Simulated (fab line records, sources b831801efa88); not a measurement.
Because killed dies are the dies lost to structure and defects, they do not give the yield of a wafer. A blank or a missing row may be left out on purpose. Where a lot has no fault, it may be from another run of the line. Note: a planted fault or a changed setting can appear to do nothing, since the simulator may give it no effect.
A struck lot beside a sound one + flow sky130 + 16 out of 708 route steps
Sound: these wafers, L891.1, L891.5, L891.6. Struck: wafer L902.4 (L902.2, L902.5, from the same lot, were not struck and are left out); the cause is given at the end.
Per side, at each step with rows, come the tool, then ch with its chambers, and then its first start. Under that, the readings that differ: sound wafers + struck wafers + difference of the means + sigmas: that difference in standard deviations of wafers without a fault.
alike: a reading whose means differ by less than 2 such deviations, as well as words and numbers matching on both sides. not compared: withheld readings; readings where some wafer has no value; bounds like >300 that might hide an equal value; numbers whose values overlap and for which the record gives no deviation.
The two part at a step that has a row with sigmas, a row that says differs or no value, or rows on one side only. Numbers that don't overlap but have no deviation are shown without sigmas and don't part them. A reading missing from all wafers of one side parts the sides only when that side holds two or more wafers.

first, 7 steps without rows for these wafers: SKY_METAL4_HMDS_06 (prime time 60 s); SKY_METAL4_COAT_07 (resist thk 60 nm); SKY_METAL4_COAT_08 (resist thk 1140 nm); SKY_METAL4_SOFTBAKE_09 (time 90 s); SKY_METAL4_EXPOSE_10 (exposes mask MM4, target cd 300 nm); SKY_METAL4_PEB_11; SKY_METAL4_DEVELOP_12 (develop time 60 s).
SKY_METAL4_CD_MEAS_13: the cd target is 300 nm.
  sound on cd-sem-02, day 43 08:56; struck on cd-sem-02, day 46 03:47
  alike: cd-nm
SKY_METAL4_OVL_MEAS_14:
  sound on overlay-02, day 43 09:03; struck on overlay-02, day 46 03:53
  alike: METAL4_OVL
SKY_METAL4_DESCUM_15: chemistry O2, time 8 s.
  sound on rie-metal-01 ch 0,1, day 43 09:05; struck on rie-metal-04 ch 1, day 46 03:55
| reading                     | sound       | struck | difference | sigmas |
|-----------------------------|-------------|--------|------------|--------|
| drypump-motor-current-A (A) | 6.1 5.9 6.1 | 5.1    | -0.9       | -2     |
  alike: oes-product-au
  not compared: rf-hours-counter-h
SKY_METAL4_ETCH_16: etches BARC in N2/H2, stops on SiO2, time 88.2 s, target depth 60 nm.
  sound on rie-metal-01 ch 0,1, day 43 09:08; struck on rie-metal-04 ch 1, day 46 03:57
| reading                     | sound             | struck | difference | sigmas |
|-----------------------------|-------------------|--------|------------|--------|
| drypump-motor-current-A (A) | 6.1 5.9 6.1       | 5.1    | -0.9       | -2     |
| run-length-s (s)            | 120.3 118.9 120.2 | 116.3  | -3.5       | -4     |
  alike: oes-product-au, throttle-valve-pct
  not compared: rf-hours-counter-h
SKY_METAL4_ETCH_17: etches SiO2 in C4F8/O2/Ar, stops on TiN, time 3.9 s, target depth 15 nm.
  sound on rie-diel-01 ch 0,1,3, day 43 09:16; struck on rie-diel-04 ch 1, day 46 04:03
  alike: oes-product-au
  not compared: rf-hours-counter-h
SKY_METAL4_METAL_ETCH_18: etches the open film in Cl2/BCl3, stops on SiO2, target depth 845 nm, time 183.1 s.
  sound on rie-metal-04 ch 0,1, day 43 09:17; struck on rie-metal-01 ch 1, day 46 04:04
| reading                                       | sound             | struck | difference | sigmas |
|-----------------------------------------------|-------------------|--------|------------|--------|
| oes-product-au (a.u.)                         | 0.863 0.868 0.868 | 0.993  | +0.127     | +21    |
| run-length-s (s)                              | 211.3 211.9 211.3 | 184.3  | -27.2      | -39    |
| model.KrF-thick_of_METAL4_COAT_08.thk-nm (nm) | 525.4 520.9 529.7 | 617.2  | +91.9      |        |
| model.METAL4.cd-nm (nm)                       | 298.7 304.7 299.2 | 308.8  | +7.9       |        |
| model.SiO2_of_VIA3_HDPCVD_00.thk-nm (nm)      | 435 435.8 435.5   | 438.3  | +2.9       |        |
  alike: drypump-motor-current-A, throttle-valve-pct
  not compared: rf-hours-counter-h
SKY_METAL4_STRIP_19: strips in O2/N2.
  sound on plasma-asher-04 ch 0,1, day 43 09:28; struck on plasma-asher-02 ch 1, day 46 04:15
| reading                      | sound             | struck | difference | sigmas |
|------------------------------|-------------------|--------|------------|--------|
| oes-product-au (a.u.)        | 0.497 0.502 0.492 | 0.532  | +0.035     | +7     |
| strip-time-to-endpoint-s (s) | 6.52 6.49 6.57    | 7.44   | +0.91      | +16    |
  alike: drypump-motor-current-A
  not compared: rf-hours-counter-h
then, 1 step without rows for these wafers: SKY_METAL4_STRIP_20 (strips in post etch residue remover, time 1200 s).
-- the record jumps here: 3 days lie between the struck wafers' starts before and after (it left off in module METAL4 and takes up again in module PAD_OPEN, whose first step shown is number 708 of the route) --
SKY_PAD_OPEN_PROBE_99:
  sound on prober-01, day 47 06:44; struck on prober-02, day 49 15:29
| reading                               | sound                | struck | difference | sigmas |
|---------------------------------------|----------------------|--------|------------|--------|
| model.etest.met4.width-nm (nm)        | 297.5 304.7 300.7    | 310.6  | +9.6       |        |
| model.etest.met4-comb.leak-log10-a-um | -12.23 -12 -11.76    | -9.827 | +2.170     |        |
| model.etest.met4.line-ohm-um          | 0.1404 0.1384 0.1404 | 0.1356 | -0.0041    |        |

== WHERE THEY PART ==
Earliest at SKY_METAL4_DESCUM_15; latest, in this record, at SKY_METAL4_STRIP_19.

WHY: the cause the simulator had injected
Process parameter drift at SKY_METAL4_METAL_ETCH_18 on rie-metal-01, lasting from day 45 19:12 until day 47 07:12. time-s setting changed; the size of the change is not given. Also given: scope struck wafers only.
